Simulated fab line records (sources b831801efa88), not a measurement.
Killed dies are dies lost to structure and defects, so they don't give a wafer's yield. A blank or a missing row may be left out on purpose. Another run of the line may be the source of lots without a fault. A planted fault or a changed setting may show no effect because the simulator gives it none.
Which of the tools did it? | flow sky130 | 14 lots with 42 wafers sampled at 4 steps, on a route of 708 steps

== WHAT THE GAUGES SHOWED, per wafer ==
SKY_METAL1_OVL_MEAS_16.
lot  | measured     | on         | METAL1_OVL (nm)
L130 | day 32 09:47 | overlay-01 | 0 -2 -5
L131 | day 32 11:53 | overlay-02 | 13 12 13
L134 | day 33 21:00 | overlay-01 | -7 -6 -7
L135 | day 34 16:38 | overlay-02 | 3 2 0
L138 | day 35 17:30 | overlay-02 | 6 7 5
L139 | day 35 22:21 | overlay-02 | -3 1 -7
L140 | day 36 22:01 | overlay-02 | -6 -4 3
L142 | day 37 09:26 | overlay-01 | 13 2 -3
L145 | day 37 23:44 | overlay-02 | 11 -2 11
L151 | day 39 07:35 | overlay-02 | -4 2 3
L152 | day 39 10:59 | overlay-01 | -7 -8 -9
L153 | day 39 21:05 | overlay-02 | 5 -11 7

== TOOL THAT RAN EACH LOT (tool first, then ch and the chambers of the sampled wafers, then the start) ==
lot  | SKY_SONOS_ONO_OXIDATION_00    | SKY_CONTACT_CVD_24            | SKY_METAL1_SPUTTER_01
L130 | furnace-01 ch 0, day 11 02:37 | cvd w-01 ch 0,1, day 31 05:51 | pvd sputter-03, day 31 06:28
L131 | furnace-02 ch 0, day 11 09:26 | cvd w-02 ch 0,1, day 31 07:24 | pvd sputter-01, day 31 08:01
L134 | furnace-01 ch 0, day 12 14:28 | cvd w-01 ch 0,1, day 32 17:32 | pvd sputter-01, day 32 18:09
L135 | furnace-01 ch 0, day 13 10:44 | cvd w-01 ch 0,1, day 33 13:24 | pvd sputter-04, day 33 14:01
L138 | furnace-02 ch 0, day 14 11:08 | cvd w-01 ch 0,1, day 34 14:54 | pvd sputter-01, day 34 15:31
L139 | furnace-01 ch 0, day 14 16:29 | cvd w-02 ch 0,1, day 34 18:43 | pvd sputter-03, day 34 19:43
L140 | furnace-02 ch 0, day 15 12:08 | cvd w-02 ch 0,1, day 35 19:32 | pvd sputter-03, day 35 20:07
L142 | furnace-02 ch 0, day 16 04:58 | cvd w-01 ch 0,1, day 36 07:02 | pvd sputter-01, day 36 07:39
L144 | furnace-01, day 16 14:20      | -                             | -
L146 | furnace-02, day 16 18:02      | -                             | -
L145 | furnace-02 ch 0, day 16 19:23 | cvd w-01 ch 0,1, day 36 20:41 | pvd sputter-04, day 36 21:18
L151 | furnace-01 ch 0, day 18 05:31 | cvd w-01 ch 0,1, day 38 05:02 | pvd sputter-04, day 38 05:39
L152 | furnace-01 ch 0, day 18 16:56 | cvd w-01 ch 0,1, day 38 08:27 | pvd sputter-04, day 38 09:04
L153 | furnace-02 ch 0, day 19 03:41 | cvd w-01 ch 0,1, day 38 19:33 | pvd sputter-03, day 38 20:10
- SKY_SONOS_ONO_OXIDATION_00: stabilise 600 s, purge 300 s, target thk 2.6 nm.
- SKY_CONTACT_CVD_24: deposits W, target thk 340 nm, time 102.12 s.
- SKY_METAL1_SPUTTER_01: material TiN, target thk 20 nm, time 16.7 s.

== AS READ BY THE TOOLS THEMSELVES (means over the sampled wafers that have a number; for cases with no such wafer, the mark the record gives instead) ==
SKY_SONOS_ONO_OXIDATION_00.
lot  | tool       | ox temp c (C) | ox temp c max
L130 | furnace-01 | 800.26        | 804.2
L131 | furnace-02 | 800.05        | 804.0
L134 | furnace-01 | 800.13        | 803.2
L135 | furnace-01 | 799.95        | 803.5
L138 | furnace-02 | 800.17        | 803.8
L139 | furnace-01 | 799.95        | 803.2
L140 | furnace-02 | 800.12        | 804.2
L142 | furnace-02 | 799.95        | 803.9
L144 | furnace-01 | -             | -
L146 | furnace-02 | -             | -
L145 | furnace-02 | 799.96        | 803.7
L151 | furnace-01 | 800.11        | 802.9
L152 | furnace-01 | 800.24        | 802.9
L153 | furnace-02 | 799.74        | 804.0

SKY_CONTACT_CVD_24.
lot  | tool     | heater power w (W)
L130 | cvd w-01 | 917
L131 | cvd w-02 | 828
L134 | cvd w-01 | 928
L135 | cvd w-01 | 906
L138 | cvd w-01 | 922
L139 | cvd w-02 | 877
L140 | cvd w-02 | 818
L142 | cvd w-01 | 912
L145 | cvd w-01 | 911
L151 | cvd w-01 | 914
L152 | cvd w-01 | 918
L153 | cvd w-01 | 924

SKY_METAL1_SPUTTER_01.
lot  | tool           | throttle valve pct (%)
L130 | pvd sputter-03 | 28.8
L131 | pvd sputter-01 | 29.8
L134 | pvd sputter-01 | 29.9
L135 | pvd sputter-04 | 30.1
L138 | pvd sputter-01 | 29.5
L139 | pvd sputter-03 | 28.9
L140 | pvd sputter-03 | 28.2
L142 | pvd sputter-01 | 29.6
L145 | pvd sputter-04 | 29.6
L151 | pvd sputter-04 | 29.2
L152 | pvd sputter-04 | 30.0
L153 | pvd sputter-03 | 28.4

== THE ANSWER, worked out from the rows above alone ==
Rule: the lots themselves supply what counts as usual. The widest of any qualifying gaps counts: lots, ordered by their means at a reading, are off when they make up no more than a third of the lots, leave a main group of 4 or more, and stand apart from it by 3 or more times the standard deviation of that group's means. A main group whose means are all the same, to the digits that the tables above print for the reading, isn't used. A lot without any number at a reading at which 4 lots or more have one is off too. Where the step has rows for the other lots, those lots are counted as sound. The gauges are gone through in route order, then the tools' own readings, and for those a lot's mean is taken as printed above. At the first step where some lot is off, the reading lying furthest off is the one used; lots without a number count as furthest.
Off: L144, L146, at SKY_SONOS_ONO_OXIDATION_00 (ox temp c). Without a number there: L144, L146. The main group: mean 800.05 C, standard deviation 0.14.
A tool fits if, at that step or a process step before it, it ran every lot that is off, and no sound lot after the first of them. Of those tried, none fits.

== WHAT WAS PUT IN BY THE SIMULATOR ==
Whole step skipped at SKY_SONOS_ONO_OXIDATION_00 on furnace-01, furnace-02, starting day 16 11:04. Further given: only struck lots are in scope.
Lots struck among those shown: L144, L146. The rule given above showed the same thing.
